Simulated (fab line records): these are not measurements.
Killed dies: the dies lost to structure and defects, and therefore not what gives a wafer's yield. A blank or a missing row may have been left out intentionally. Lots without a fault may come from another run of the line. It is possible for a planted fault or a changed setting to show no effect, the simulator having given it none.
fab line records | flow sky130
record: lots: 6 wafers: 18 lastDay: 49
route steps=708 shown METAL4@627 VIA4@639 PAD_OPEN@708
lots that met no fault: from a run of the same line without faults
startH: the number of hours between the record's first day and the start of the first shown wafer of the lot | waitH: hours since the lot's step before | " as in the row above | L1.1+2: one row covering several wafers at once | - no value, or no start was given | * or withheld: withheld | < > ~ a bound
route shown NAME@n: names a module that has steps shown in the file, with the first one's number in the route | usual: mean/standard deviation of fault-free wafers | same: alike in all rows | chamber/n: place in a boat | sites: readings site by site | _std_site: the standard deviation of these | _edge_site: mean of outer sites minus mean of inner sites | radiusMm: for every site, how far away it sits from the centre of the wafer | mask NAME#n: copy n | behind: the last tool/chamber to shape the wafer | hold: why the lot was held/for how many hours/how that ended | device: names the non-switching transistor (n, p or np) | end of line: the tests these same wafers got at the end of their route | step lacking rows: just its recipe | killed: dies lost to structure and defects at the first sort, not the wafer's yield | map: a wafer's dies, marking killed ones x, the rest . and places with no die _
set.NAME: the setting as run; set.NAME@STEP: as run at that earlier step | model.NAME: the simulator's own value behind a step, which no gauge read
certain route steps with their lots: each step a table, each wafer a row
services: from which hour (startH, from the record's first day; less than 0 if before it) a tool's chamber was out of use, for how many hours, and why
== steps ==
step: SKY_METAL4_PEB_11
recipe: pebTempC: withheld pebTimeS: withheld resist: KrF-thick
step: SKY_METAL4_DEVELOP_12
recipe: developTimeS: 60 resist: KrF-thick devTempC: 21
step: SKY_METAL4_CD_MEAS_13
recipe: targetCdNm: 300
usual: cdNm: 299.7/1.7
columns lot.wafer tool chamber startH waitH cdNm
L862.1 cdSem-02 - 979.48 - 300.4
L862.3 " - " " 300.3
L862.6 " - " " 299.5
L865.2 cdSem-01 - 999.40 - 298.0
L865.5 " - " " 297.9
L865.6 " - " " 297.1
L868.2 cdSem-01 - 1024.15 - 300.9
L868.4 " - " " 300.8
L868.6 " - " " 300.2
L869.2 cdSem-01 - 1028.82 - 298.6
L869.3 " - " " 298.5
L869.4 " - " " 297.9
L880.2 cdSem-01 - 1102.00 - 302.6
L880.3 " - " " 302.2
L880.6 " - " " 302.2
L882.2 cdSem-02 - 1104.62 - 300.5
L882.5 " - " " 301.0
L882.6 " - " " 302.4
step: SKY_METAL4_OVL_MEAS_14
usual: METAL4_OVL: -1/6.3
columns lot.wafer tool chamber startH waitH METAL4_OVL[nm]
L862.1 overlay-01 - 979.60 0.1 -6
L862.3 " - " " -2
L862.6 " - " " -7
L865.2 overlay-02 - 999.51 0.1 1
L865.5 " - " " -5
L865.6 " - " " 4
L868.2 overlay-01 - 1024.26 0.1 5
L868.4 " - " " -1
L868.6 " - " " 3
L869.2 overlay-02 - 1028.92 0.1 7
L869.3 " - " " -5
L869.4 " - " " 1
L880.2 overlay-02 - 1102.11 0.1 10
L880.3 " - " " 7
L880.6 " - " " 13
L882.2 overlay-01 - 1104.72 0.1 -14
L882.5 " - " " -15
L882.6 " - " " -15
step: SKY_METAL4_DESCUM_15
recipe: chemistry: O2 sourcePowerW: 150 biasPowerW: 0 pressureMtorr: 10 tempC: 40 timeS: 8
step: SKY_METAL4_ETCH_16
recipe: chemistry: N2/H2 target: BARC ionEnergyEv: 200 biasW: 100 pressureMtorr: 30 n2FlowSccm: 100 h2FlowSccm: 200 icpW: 500 stopOn: SiO2 timeS: 88.2 targetDepthA: 600
usual: drypumpMotorCurrentA: 5.6/0.49 h2FlowSccm: 200.0/0.62 heBacksideLeakSccm: 3.4/0.31 oesProductAu: 0.626/0.0046 throttleValvePct: 13.205/0.009
columns lot.wafer tool chamber startH waitH drypumpMotorCurrentA h2FlowSccm heBacksideLeakSccm oesProductAu rfHoursCounterH throttleValvePct
L862.1 rieMetal-01 1 979.67 0.0 4.9 200.0 3.2 0.622 13 13.207
L862.3 " 1 " " 4.9 200.9 3.2 0.624 - 13.205
L862.6 " 0 " " 5.8 200.0 3.5 0.622 - 13.214
L865.2 rieMetal-01 1 999.57 0.0 4.8 199.9 3.3 0.633 13 13.200
L865.5 " 1 " " 4.9 200.4 3.2 0.621 - 13.205
L865.6 " 0 " " 5.8 200.9 3.3 0.630 - 13.206
L868.2 rieMetal-02 0 1024.39 0.1 6.1 200.0 3.4 0.625 - 13.205
L868.4 " 0 " " 6.1 200.1 3.4 0.628 - 13.206
L868.6 " 0 " " 6.2 199.2 3.4 0.617 - 13.206
L869.2 rieMetal-04 0 1028.98 0.0 6.2 199.4 3.5 0.626 20 13.191
L869.3 " 0 " " 6.2 198.9 3.5 0.636 - 13.207
L869.4 " 1 " " 5.4 199.9 3.5 0.626 - 13.207
L880.2 rieMetal-02 0 1102.17 0.0 6.1 198.5 3.6 0.628 22 13.189
L880.3 " 1 " " 5.3 199.1 3.2 0.633 - 13.190
L880.6 " 0 " " 6.1 199.4 3.6 0.632 - 13.195
L882.2 rieMetal-01 1 1104.78 0.0 4.9 199.8 3.1 0.624 21 13.216
L882.5 " 0 " " 5.8 199.6 3.4 0.631 - 13.204
L882.6 " 1 " " 4.8 200.3 3.1 0.632 - 13.213
step: SKY_METAL4_ETCH_17
recipe: target: SiO2 stopOn: TiN chemistry: C4F8/O2/Ar sourceW: 1500 biasW: 1200 pressureMtorr: 40 c4f8FlowSccm: withheld O2_flow_sccm: 6 Ar_flow_sccm: 300 timeS: 3.9 targetDepthA: 150
usual: oesProductAu: 0.755/0.0066
columns lot.wafer tool chamber startH waitH oesProductAu rfHoursCounterH
L862.1 rieDiel-02 2 979.77 0.1 0.756 10
L862.3 " 3 " " 0.757 6
L862.6 " 1 " " 0.746 -
L865.2 rieDiel-01 0 999.67 0.1 0.765 8
L865.5 " 2 " " 0.755 -
L865.6 " 1 " " 0.749 -
L868.2 rieDiel-04 3 1024.55 0.1 0.750 14
L868.4 " 2 " " 0.765 15
L868.6 " 0 " " 0.761 -
L869.2 rieDiel-04 3 1029.08 0.1 0.762 14
L869.3 " 0 " " 0.755 2
L869.4 " 1 " " 0.760 13
L880.2 rieDiel-04 1 1102.27 0.1 0.762 16
L880.3 " 2 " " 0.753 17
L880.6 " 0 " " 0.752 -
L882.2 rieDiel-02 2 1104.88 0.1 0.761 13
L882.5 " 3 " " 0.757 -
L882.6 " 1 " " 0.760 -
step: SKY_METAL4_METAL_ETCH_18
recipe: targetDepthA: 8450 stopOn: SiO2 overEtchFrac: 0.3 timeS: 183.1 chemistry: Cl2/BCl3 resistSidewallDeg: 88 pressureMtorr: 10 icpW: 900 biasW: 48.5 Cl2_flow_sccm: 60 bcl3FlowSccm: 30
usual: drypumpMotorCurrentA: 5.6/0.49 heBacksideLeakSccm: 3.44/0.3 oesProductAu: 0.866/0.0069 throttleValvePct: 22.263/0.0086
same: overEtchFrac: 0.3
columns lot.wafer tool chamber startH waitH drypumpMotorCurrentA heBacksideLeakSccm oesProductAu rfHoursCounterH throttleValvePct
L862.1 rieMetal-04 0 979.79 0.0 6.2 3.43 0.862 17 22.272
L862.3 " 0 " " 6.2 3.57 0.850 - 22.255
L862.6 " 1 " " 5.4 3.54 0.857 - 22.250
L865.2 rieMetal-04 1 999.69 0.0 5.4 3.62 0.862 12 22.258
L865.5 " 1 " " 5.4 3.41 0.872 - 22.253
L865.6 " 0 " " 6.2 3.62 0.870 - 22.270
L868.2 rieMetal-01 0 1024.57 0.0 5.8 3.38 0.856 16 22.266
L868.4 " 1 " " 4.8 3.09 0.858 - 22.255
L868.6 " 1 " " 4.9 3.16 0.859 - 22.258
L869.2 rieMetal-01 1 1029.10 0.0 4.9 3.07 0.854 15 22.259
L869.3 " 0 " " 5.8 3.42 0.867 - 22.256
L869.4 " 1 " " 4.9 2.96 0.863 - 22.263
L880.2 rieMetal-01 0 1102.29 0.0 5.8 3.39 0.855 21 22.257
L880.3 " 0 " " 5.8 3.31 0.868 - 22.269
L880.6 " 0 " " 5.8 3.46 0.861 - 22.261
L882.2 rieMetal-04 1 1104.90 0.0 5.4 3.54 0.868 21 22.255
L882.5 " 1 " " 5.4 3.46 0.864 - 22.265
L882.6 " 0 " " 6.2 3.68 0.859 - 22.275
step: SKY_METAL4_STRIP_19
recipe: chemistry: O2/N2 powerW: 1400 pressureMtorr: 1500 platenTempC: withheld o2FlowSccm: 3000 n2FlowSccm: 300 overashFraction: 0.5
usual: drypumpMotorCurrentA: 5.8/0.56 oesProductAu: 0.503/0.0055 stripTimeToEndpointS: 6.55/0.079
columns lot.wafer tool chamber startH waitH drypumpMotorCurrentA oesProductAu rfHoursCounterH stripTimeToEndpointS
L862.1 plasmaAsher-02 1 979.97 0.1 6.1 0.514 54 6.63
L862.3 " 0 " " 6.6 0.502 - 6.62
L862.6 " 1 " " 6.1 0.499 - 6.45
L865.2 plasmaAsher-04 1 999.87 0.1 5.4 0.499 119 6.45
L865.5 " 1 " " 5.4 0.495 - 6.50
L865.6 " 0 " " 4.7 0.507 - 6.62
L868.2 plasmaAsher-04 0 1024.75 0.1 4.7 0.511 121 6.47
L868.4 " 1 " " 5.4 0.504 - 6.59
L868.6 " 1 " " 5.4 0.508 - 6.66
L869.2 plasmaAsher-04 1 1029.28 0.1 5.4 0.510 122 6.69
L869.3 " 1 " " 5.4 0.503 - 6.48
L869.4 " 0 " " 4.7 0.511 - 6.69
L880.2 plasmaAsher-01 0 1102.47 0.1 5.9 0.499 34 6.49
L880.3 " 1 " " 5.6 0.500 - 6.50
L880.6 " 1 " " 5.7 0.502 - 6.52
L882.2 plasmaAsher-01 0 1105.08 0.1 5.8 0.499 34 6.42
L882.5 " 0 " " 5.8 0.496 - 6.39
L882.6 " 1 " " 5.6 0.507 - 6.61
step: SKY_METAL4_STRIP_20
recipe: chemistry: postEtchResidueRemover timeS: 1200 tempC: 72.5
step: SKY_METAL4_CLEAN_21
recipe: chemistry: IPA timeS: 180 tempC: 25
step: SKY_METAL4_CLEAN_22
recipe: chemistry: O3/DIW dry: n2Spin
step: SKY_VIA4_HDPCVD_00
recipe: material: SiO2 targetThkNm: 1750 sigmaOpenFrac: 0.3 timeS: 291.7 tempC: 400 sih4FlowSccm: 60 pressureMtorr: 6
usual: pressureMtorr: 5.997/0.012 runLengthS: 319.6/0.5
columns lot.wafer tool chamber startH waitH pressureMtorr runLengthS model.SiO2_of_VIA4_HDPCVD_00.thkNm
L862.1 hdpcvd-01 2 980.56 0.0 5.999 320.0 1757
L862.3 " 1 " " 6.006 320.1 1733
L862.6 " 2 " " 5.998 319.5 1743
L865.2 hdpcvd-01 2 1000.50 0.0 5.997 320.3 1774
L865.5 " 2 " " 6.000 320.1 1772
L865.6 " 1 " " 5.979 320.3 1780
L868.2 hdpcvd-01 2 1025.34 0.0 6.001 296.5 1579
L868.4 " 0 " " 5.988 294.8 1607
L868.6 " 1 " " 5.977 295.6 1600
L869.2 hdpcvd-01 1 1029.87 0.0 5.986 295.4 1594
L869.3 " 2 " " 6.011 295.6 1572
L869.4 " 0 " " 6.007 294.8 1599
L880.2 hdpcvd-02 1 1103.47 0.0 5.999 320.5 1742
L880.3 " 0 " " 5.977 319.5 1726
L880.6 " 1 " " 6.012 320.0 1754
L882.2 hdpcvd-02 2 1105.71 0.0 5.991 320.1 1754
L882.5 " 0 " " 5.985 319.6 1755
L882.6 " 1 " " 5.981 320.2 1756
step: SKY_VIA4_THK_MEAS_01
recipe: reads: SiO2_of_VIA4_HDPCVD_00
usual: VIA4_HDPCVD_THK: 1745/15
columns lot.wafer tool chamber startH waitH VIA4_HDPCVD_THK[nm]
L862.1 filmMetro-02 - 980.74 0.1 1755
L862.3 " - " " 1732
L862.6 " - " " 1744
L865.2 filmMetro-01 - 1000.69 0.1 1773
L865.5 " - " " 1772
L865.6 " - " " 1780
L868.2 filmMetro-04 - 1025.53 0.1 1579
L868.4 " - " " 1608
L868.6 " - " " 1600
L869.2 filmMetro-02 - 1030.06 0.1 1594
L869.3 " - " " 1571
L869.4 " - " " 1598
L880.2 filmMetro-01 - 1103.66 0.1 1742
L880.3 " - " " 1726
L880.6 " - " " 1753
L882.2 filmMetro-04 - 1105.90 0.1 1754
L882.5 " - " " 1755
L882.6 " - " " 1757
step: SKY_VIA4_CMP_02
recipe: material: SiO2 downForcePsi: 4 platenRpm: 60 padVelocityMS: 0.94248
usual: motorCurrentA: 12.7/1.2
columns lot.wafer tool chamber startH waitH motorCurrentA
L862.3 cmp-01 3 980.80 0.0 12.9
L862.1 " 1 " " 12.4
L862.6 " 0 " " 11.8
L865.2 cmp-01 0 1001.37 0.7 11.5
L865.5 " 2 " " 14.3
L865.6 " 3 " " 14.0
L868.2 cmp-02 3 1025.68 0.1 11.4
L868.4 " 0 " " 10.6
L868.6 " 1 " " 13.5
L869.4 cmp-01 0 1030.11 0.0 11.8
L869.3 " 1 " " 11.5
L869.2 " 2 " " 14.1
L880.3 cmp-02 2 1103.71 0.0 12.6
L880.2 " 1 " " 13.6
L880.6 " 3 " " 12.2
L882.2 cmp-01 2 1106.00 0.1 15.0
L882.5 " 1 " " 12.2
L882.6 " 2 " " 14.3
step: SKY_PAD_OPEN_PROBE_99
usual: defectLimitedYield: 82.9/2 killed_at_M0_to_M3: 42/7.6 killed_at_M4_up: 2.9/1.7 killedAtContacts: 24/5.1 killedAtFrontEnd: 15/4 killedAtOther: 0.2/0.38 killedDies: 84/9.9 killedOnRim: 16/4 killedOpen: 46/7.2 killedShort: 38/6.6 sort_bin_3_pad_short: 0.9/0.38 sort_bin_5_function: 10.2/1.5 sort_bin_6_memory: 6.0/1 sortNPass: 408/9.9 sortYieldPct: 82.9/2
same: grossDies: 492 killedAtBackSide: 0 sort_bin_4_leakage[%]: 0 sort_bin_8_speed[%]: 0
columns lot.wafer tool chamber startH waitH defectLimitedYield[%] killed_at_M0_to_M3 killed_at_M4_up killedAtContacts killedAtFrontEnd killedAtOther killedDies killedOnRim killedOpen killedShort sort_bin_3_pad_short[%] sort_bin_5_function[%] sort_bin_6_memory[%] sortNPass sortYieldPct[%]
L862.1 prober-02 - 1077.99 0.1 85.8 34 2 18 16 0 70 19 39 31 0.6 8.9 4.7 422 85.8
L862.3 prober-02 - 1078.09 0.2 81.1 55 2 25 11 0 93 17 52 41 0.8 12.8 5.3 399 81.1
L862.6 prober-02 - 1078.24 0.2 81.5 41 3 30 17 0 91 19 51 40 0.4 10.6 7.5 401 81.5
L865.2 prober-01 - 1095.19 0.1 83.7 30 2 25 23 0 80 16 32 48 1.2 10.4 4.7 412 83.7
L865.5 prober-01 - 1095.34 0.2 85.0 33 3 26 12 0 74 11 43 31 1.0 8.1 5.9 418 85.0
L865.6 prober-01 - 1095.39 0.2 85.8 31 1 21 17 0 70 9 42 28 0.8 8.5 4.9 422 85.8
L868.2 prober-02 - 1116.39 0.1 78.7 46 3 30 26 0 105 18 46 59 1.2 14.0 6.1 387 78.7
L868.4 prober-02 - 1116.49 0.2 81.1 36 7 32 18 0 93 22 50 43 1.8 10.8 6.3 399 81.1
L868.6 prober-02 - 1116.59 0.2 80.9 53 4 27 10 0 94 18 48 46 0.4 11.4 7.3 398 80.9
L869.2 prober-01 - 1120.35 0.1 85.6 39 5 18 8 1 71 13 36 35 0.4 9.1 4.9 421 85.6
L869.3 prober-01 - 1120.40 0.2 87.0 31 1 19 13 0 64 12 31 33 0.4 8.5 4.1 428 87.0
L869.4 prober-01 - 1120.45 0.2 83.1 46 4 20 13 0 83 15 43 40 1.2 11.0 4.7 409 83.1
L880.2 prober-02 - 1182.35 0.1 82.5 43 6 24 13 0 86 14 45 40 1.0 10.8 5.7 406 82.5
L880.3 prober-02 - 1182.40 0.2 85.2 34 3 21 14 1 73 14 34 39 0.6 10.2 4.1 419 85.2
L880.6 prober-02 - 1182.55 0.2 83.7 38 6 22 14 0 80 15 41 39 0.8 8.9 6.5 412 83.7
L882.2 prober-02 - 1184.60 0.1 80.7 44 4 24 23 0 95 22 49 46 1.2 10.8 7.3 397 80.7
L882.5 prober-02 - 1184.75 0.2 80.1 54 3 26 15 0 98 22 52 46 1.0 11.4 7.5 394 80.1
L882.6 prober-02 - 1184.80 0.2 85.2 39 2 18 14 0 73 14 42 31 0.6 8.9 5.3 419 85.2
killed by level:class
L862.1 VIA1:geometricParticle:open=12 VIA2:geometricParticle:open=5 CONTACT:geometricParticle:open=5 FIELD_ISO:geometricParticle:open=4 SPACER:geometricParticle:open=4 LI_CONTACT:geometricParticle:open=4 LOCAL_INTERCONNECT:geometricParticle:short=4 METAL1:geometricParticle:short=4
L862.3 VIA1:geometricParticle:open=11 VIA3:geometricParticle:open=10 CONTACT:geometricParticle:open=9 FIELD_ISO:geometricParticle:short=8 VIA2:geometricParticle:open=8 METAL1:geometricParticle:short=7 LOCAL_INTERCONNECT:geometricParticle:short=6 VIA1:geometricParticle:short=5
L862.6 VIA2:geometricParticle:open=12 VIA1:geometricParticle:open=11 CONTACT:geometricParticle:open=8 LOCAL_INTERCONNECT:geometricParticle:short=8 FIELD_ISO:geometricParticle:short=6 LI_CONTACT:geometricParticle:open=5 CONTACT:geometricParticle:short=5 FIELD_ISO:geometricParticle:open=4
L865.2 FIELD_ISO:geometricParticle:short=7 LOCAL_INTERCONNECT:geometricParticle:short=7 CONTACT:geometricParticle:open=7 POLY_GATE:geometricParticle:short=6 METAL1:geometricParticle:short=6 VIA3:geometricParticle:open=6 POLY_GATE:geometricParticle:open=5 LI_CONTACT:geometricParticle:open=5
L865.5 LI_CONTACT:geometricParticle:open=10 CONTACT:geometricParticle:open=10 VIA2:geometricParticle:open=7 METAL1:geometricParticle:short=5 FIELD_ISO:geometricParticle:short=4 VIA1:geometricParticle:open=4 METAL2:geometricParticle:short=4 VIA2:geometricParticle:short=4
L865.6 CONTACT:geometricParticle:open=11 VIA1:geometricParticle:open=7 POLY_GATE:geometricParticle:open=6 VIA1:geometricParticle:short=6 LI_CONTACT:geometricParticle:open=5 VIA3:geometricParticle:open=5 VIA2:geometricParticle:short=4 FIELD_ISO:geometricParticle:short=3
L868.2 VIA1:geometricParticle:open=11 FIELD_ISO:geometricParticle:open=9 LOCAL_INTERCONNECT:geometricParticle:short=8 VIA1:geometricParticle:short=8 FIELD_ISO:geometricParticle:short=7 CONTACT:geometricParticle:open=7 METAL2:geometricParticle:short=7 VIA3:geometricParticle:open=6
L868.4 CONTACT:geometricParticle:open=13 VIA1:geometricParticle:open=7 CONTACT:geometricParticle:short=7 VIA3:geometricParticle:open=7 FIELD_ISO:geometricParticle:short=6 VIA3:geometricParticle:short=6 VIA2:geometricParticle:open=5 METAL4:geometricParticle:short=5
L868.6 CONTACT:geometricParticle:open=13 VIA1:geometricParticle:open=11 METAL2:geometricParticle:short=9 VIA3:geometricParticle:open=7 CONTACT:geometricParticle:short=6 VIA1:geometricParticle:short=5 VIA3:geometricParticle:short=5 LI_CONTACT:geometricParticle:short=4
L869.2 VIA1:geometricParticle:open=11 METAL1:geometricParticle:short=7 LI_CONTACT:geometricParticle:open=5 LOCAL_INTERCONNECT:geometricParticle:short=4 CONTACT:geometricParticle:open=4 METAL3:geometricParticle:short=4 FIELD_ISO:geometricParticle:short=3 LOCAL_INTERCONNECT:geometricParticle:open=3
L869.3 LI_CONTACT:geometricParticle:open=7 CONTACT:geometricParticle:short=6 CONTACT:geometricParticle:open=5 VIA2:geometricParticle:short=5 METAL1:geometricParticle:short=4 VIA2:geometricParticle:open=4 VIA3:geometricParticle:open=4 FIELD_ISO:geometricParticle:short=3
L869.4 VIA1:geometricParticle:open=11 METAL1:geometricParticle:short=8 CONTACT:geometricParticle:open=6 VIA1:geometricParticle:short=6 LI_CONTACT:geometricParticle:open=5 METAL2:geometricParticle:short=5 FIELD_ISO:geometricParticle:open=4 CONTACT:geometricParticle:short=4
L880.2 METAL1:geometricParticle:short=12 CONTACT:geometricParticle:open=11 VIA1:geometricParticle:open=8 VIA2:geometricParticle:open=8 FIELD_ISO:geometricParticle:open=4 LI_CONTACT:geometricParticle:open=4 POLY_CUT:geometricParticle:short=3 CONTACT:geometricParticle:short=3
L880.3 CONTACT:geometricParticle:open=9 VIA1:geometricParticle:open=6 METAL2:geometricParticle:short=6 POLY_GATE:geometricParticle:short=5 LI_CONTACT:geometricParticle:open=5 CONTACT:geometricParticle:short=4 METAL1:geometricParticle:short=4 FIELD_ISO:geometricParticle:short=3
L880.6 VIA1:geometricParticle:open=8 VIA2:geometricParticle:open=8 LI_CONTACT:geometricParticle:open=6 LOCAL_INTERCONNECT:geometricParticle:short=6 CONTACT:geometricParticle:open=5 METAL1:geometricParticle:short=5 METAL2:geometricParticle:short=5 METAL4:geometricParticle:short=5
L882.2 CONTACT:geometricParticle:open=9 METAL2:geometricParticle:short=9 VIA1:geometricParticle:open=9 FIELD_ISO:geometricParticle:open=6 VIA3:geometricParticle:open=5 METAL1:geometricParticle:short=5 VIA1:geometricParticle:short=5 VIA2:geometricParticle:open=5
L882.5 CONTACT:geometricParticle:open=12 VIA1:geometricParticle:open=10 METAL2:geometricParticle:short=10 VIA2:geometricParticle:open=9 LI_CONTACT:geometricParticle:open=5 VIA1:geometricParticle:short=5 VIA2:geometricParticle:short=5 LI_CONTACT:geometricParticle:short=4
L882.6 VIA1:geometricParticle:open=10 CONTACT:geometricParticle:open=9 VIA2:geometricParticle:open=9 FIELD_ISO:geometricParticle:short=6 METAL1:geometricParticle:short=5 METAL2:geometricParticle:short=4 FIELD_ISO:geometricParticle:open=3 LOCAL_INTERCONNECT:geometricParticle:open=3
== services ==
columns tool chamber startH hours kind
cmp-01 - 957.46 1.4 repair
rieMetal-02 - 958.58 1.2 repair
cmp-01 - 964.94 14.4 pm
cmp-02 - 991.96 1.7 repair
cmp-01 - 993.67 7.0 pm
rieMetal-02 0 997.52 10.0 repair
rieDiel-01 3 1003.60 9.6 repair
rieDiel-02 2 1013.54 2.4 repair
hdpcvd-01 0 1037.31 26.1 repair
plasmaAsher-04 - 1045.42 1.6 repair
rieDiel-02 2 1046.76 4.1 repair
cmp-01 - 1047.38 3.3 repair
plasmaAsher-04 - 1055.25 9.0 pm
rieDiel-02 2 1057.46 16.1 repair
cmp-01 - 1060.56 1.1 repair
rieMetal-01 0 1061.78 1.9 repair
plasmaAsher-01 - 1064.87 1.6 repair
hdpcvd-01 - 1067.15 1.3 repair
hdpcvd-01 - 1070.88 2.8 pm
rieDiel-04 2 1080.93 2.9 repair
cmp-01 - 1084.00 4.0 pm
rieDiel-02 0 1094.13 16.7 repair
plasmaAsher-02 - 1095.07 1.7 repair
plasmaAsher-02 - 1101.59 6.3 repair
== key ==
firstSign: step: SKY_VIA4_HDPCVD_00 reading: runLengthS direction: down sigmas: 48 usual: * struck: *
effect: step: SKY_VIA4_THK_MEAS_01 reading: VIA4_HDPCVD_THK direction: down sigmas: 10 usual: 1745 struck: 1592
modelEffect: step: SKY_VIA4_HDPCVD_00 value: SiO2_of_VIA4_HDPCVD_00.thkNm without: 1736 struck: 1592
metAt SKY_VIA4_HDPCVD_00
struckWafers L868.2,L868.4,L868.6,L869.2,L869.3,L869.4
onsetBetween 1000.50 1025.34
fault: kind: processParameterDrift tool: hdpcvd-01 chamber: - onsetH: 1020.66 steps: SKY_VIA4_HDPCVD_00 channel: timeS offset: * shape: step endH: 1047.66 actsIn: * stated: *
